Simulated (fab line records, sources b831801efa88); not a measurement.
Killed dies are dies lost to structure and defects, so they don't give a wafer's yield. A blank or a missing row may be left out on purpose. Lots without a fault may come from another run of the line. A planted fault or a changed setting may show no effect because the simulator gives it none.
Which tool did it? | flow sky130 | 11 lots, 33 wafers sampled, at 3 steps of a route of 708

WHAT THE GAUGES READ, wafer by wafer
SKY_SD_N_RS_MEAS_16: measures by four-point-probe.
lot  | measured     | on            | SD_N_RS (ohm/sq)
L208 | day 28 23:29 | film_metro-04 | 68.49 68.49 68.72
L209 | day 29 17:53 | film_metro-03 | 68.64 68.58 68.78
L210 | day 29 19:05 | film_metro-02 | 68.29 68.41 68.63
L211 | day 30 04:16 | film_metro-03 | 68.58 68.62 68.64
L215 | day 31 01:10 | film_metro-03 | 68.49 68.36 68.43
L217 | day 31 18:34 | film_metro-02 | 68.19 68.34 68.28
L218 | day 32 01:22 | film_metro-03 | 68.56 68.77 68.76
L219 | day 32 13:32 | film_metro-03 | 68.54 68.67 68.61
L224 | day 34 13:44 | film_metro-02 | 60.89 60.96 61.02
L227 | day 34 23:56 | film_metro-03 | 60.92 60.76 60.85
L228 | day 35 11:13 | film_metro-03 | 68.61 68.67 68.65

WHICH TOOL RAN EACH LOT (tool, then ch and the chambers of the sampled wafers, then the start)
lot  | SKY_POLY_CUT_STRIP_12                | SKY_SD_N_RTA_14
L208 | plasma_asher-01 ch 0,1, day 25 07:04 | rtp_anneal-01 ch 0, day 28 23:14
L209 | plasma_asher-01 ch 0,1, day 26 03:34 | rtp_anneal-02 ch 0, day 29 17:42
L210 | plasma_asher-04 ch 0,1, day 26 04:54 | rtp_anneal-01 ch 0, day 29 18:54
L211 | plasma_asher-04 ch 0,1, day 26 12:37 | rtp_anneal-02 ch 0, day 30 04:05
L215 | plasma_asher-02 ch 0,1, day 27 12:43 | rtp_anneal-02 ch 0, day 31 01:00
L217 | plasma_asher-01 ch 0,1, day 28 06:01 | rtp_anneal-02 ch 0, day 31 18:23
L218 | plasma_asher-04 ch 0,1, day 28 12:52 | rtp_anneal-01 ch 0, day 32 01:11
L219 | plasma_asher-01 ch 0,1, day 29 01:15 | rtp_anneal-02 ch 0, day 32 13:18
L224 | plasma_asher-02 ch 0,1, day 31 03:51 | rtp_anneal-02 ch 0, day 34 13:32
L227 | plasma_asher-04 ch 1, day 31 14:45   | rtp_anneal-02 ch 0, day 34 23:45
L228 | plasma_asher-01 ch 1, day 32 03:10   | rtp_anneal-01 ch 0, day 35 11:01
- SKY_POLY_CUT_STRIP_12: strips in O2/N2.
- SKY_SD_N_RTA_14: time 2 s.

THE ANSWER, worked out from the rows above alone
Rule: what is usual is taken from the lots themselves. Put in order of their means at a reading, lots are off if they are a third of the lots or fewer, leave a main group of 4 or more, and stand apart from it by a gap of 3 or more times the standard deviation of the main group's means; of several such gaps the widest counts. A main group whose means are all the same, to the digits that the tables above print for the reading, isn't used. A lot without any number at a reading at which 4 lots or more have one is off too. The other lots that the step has rows for count as sound.
Off: L224, L227, at SKY_SD_N_RS_MEAS_16 (SD_N_RS). The main group: mean 68.55 ohm/sq, standard deviation 0.13.
A tool fits if, at a process step before that reading, it ran every lot that is off, and no sound lot after the first of them. The gauges at SKY_SD_N_RS_MEAS_16 are tried like those tools. One fits: rtp_anneal-02 at SKY_SD_N_RTA_14. Its last sound lot is L219 (day 32 13:18), its first lot that is off L224 (day 34 13:32): a fault that began between those two fits.

WHAT THE SIMULATOR HAD PUT IN
Process parameter drift: rtp_anneal-02, from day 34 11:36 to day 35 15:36, at SKY_SD_N_RTA_14. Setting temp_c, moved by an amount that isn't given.
Lots struck among those shown: L224, L227. The rule above found the same.
